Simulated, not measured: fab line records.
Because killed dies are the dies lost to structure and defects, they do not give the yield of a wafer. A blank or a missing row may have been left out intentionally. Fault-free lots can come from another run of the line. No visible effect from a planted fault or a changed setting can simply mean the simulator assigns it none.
Struck lot and sound lot, side by side -- flow gf180mcu -- 15 out of 602 route steps
Sound: the wafers L756.1, L756.4, L756.5. Struck: wafer L767.6. (L767.4 of the same lot was not struck and is left out.) The cause comes at the end.
Order at every step that has rows: each side's tool, ch and its chambers, its first start. Under that, the readings that differ: sound wafers -- struck wafers -- difference of the means -- sigmas: that difference in standard deviations of wafers without a fault.
alike: same words and numbers on both sides, and readings whose means sit less than 2 such deviations apart. not compared: any withheld reading, any reading some wafer has no value for, any bound like >300 that may hide the same value, and any number with overlapping values for which the record gives no deviation.
A row with sigmas, a row that says differs or no value, or rows on one side alone: a step with any of these is where the two part. Non-overlapping numbers with no deviation appear without sigmas and do not part them. A reading missing from all wafers of one side parts the sides only when that side holds two or more wafers.

first, 6 steps without rows for these wafers: GF_TOP_METAL_HMDS_08 (prime time 60 s); GF_TOP_METAL_COAT_09 (resist thk 1500 nm); GF_TOP_METAL_SOFTBAKE_10 (time 60 s); GF_TOP_METAL_EXPOSE_11 (exposes mask MetalTop, target cd 440 nm); GF_TOP_METAL_PEB_12; GF_TOP_METAL_DEVELOP_13 (develop time 60 s).
GF_TOP_METAL_CD_MEAS_14: target cd 440 nm.
  sound on cd sem-01 at day 29 10:34; struck on cd sem-02 at day 32 11:07
  alike: cd nm
GF_TOP_METAL_OVL_MEAS_15:
  sound on overlay-02 at day 29 10:41; struck on overlay-02 at day 32 11:11
  alike: TOP_METAL_OVL
GF_TOP_METAL_METAL_ETCH_16: etches the open film in Cl2/BCl3, stops on SiO2, target depth 1197 nm, time 199.5 s.
  sound on rie metal-04 ch 1, day 29 10:43; struck on rie metal-02 ch 0, day 32 11:17
  alike: drypump motor current A, oes product au, throttle valve pct
  not compared: rf hours counter h
GF_TOP_METAL_STRIP_17: strips in O2/N2.
  sound on plasma asher-03 ch 0,1, day 29 10:54; struck on plasma asher-02 ch 1, day 32 11:26
  alike: drypump motor current A, heater power w, oes product au, strip time to endpoint s
  not compared: rf hours counter h
then, 2 steps without rows for these wafers: GF_TOP_METAL_STRIP_18 (strips in post etch residue remover, time 1200 s); GF_TOP_METAL_CLEAN_19 (cleans in DIW).
GF_PASSIVATION_CVD_00: deposits SiO2 from TEOS, target thk 1000 nm, time 111.95 s.
  sound on pecvd-03 ch 0,1, day 29 11:28; struck on pecvd-03 ch 0, day 32 12:01
reading,sound,struck,difference,sigmas
run length s (s),140.0 140.0 140.1,137.0,-3.0,-4
model.SiO2_of_PASSIVATION_CVD_00.thk nm (nm),1000 1016 1021,967.9,-44.4,
  alike: heater power w
  not compared: since wet clean h
GF_PASSIVATION_THK_MEAS_01:
  sound on film metro-04 at day 29 11:33; struck on film metro-01 at day 32 12:05
reading,sound,struck,difference,sigmas
PASSIVATION_CVD_00_THK (nm),1000 1016 1022,968,-45,-4
GF_PASSIVATION_CVD_02: deposits Si3N4, target thk 700 nm, time 486.18 s.
  sound on pecvd-04 ch 0,2, day 29 11:37; struck on pecvd-02 ch 0, day 32 12:15
reading,sound,struck,difference,sigmas
run length s (s),513.3 513.1 512.6,514.7,+1.7,+2
  alike: heater power w
  not compared: since wet clean h

== WHERE THEY PART ==
First at GF_PASSIVATION_CVD_00; last, within this record, at GF_PASSIVATION_CVD_02.

WHY: what had been put in by the simulator
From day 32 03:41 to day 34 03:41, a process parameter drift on pecvd-03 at GF_PASSIVATION_CVD_00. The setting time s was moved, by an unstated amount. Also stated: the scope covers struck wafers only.
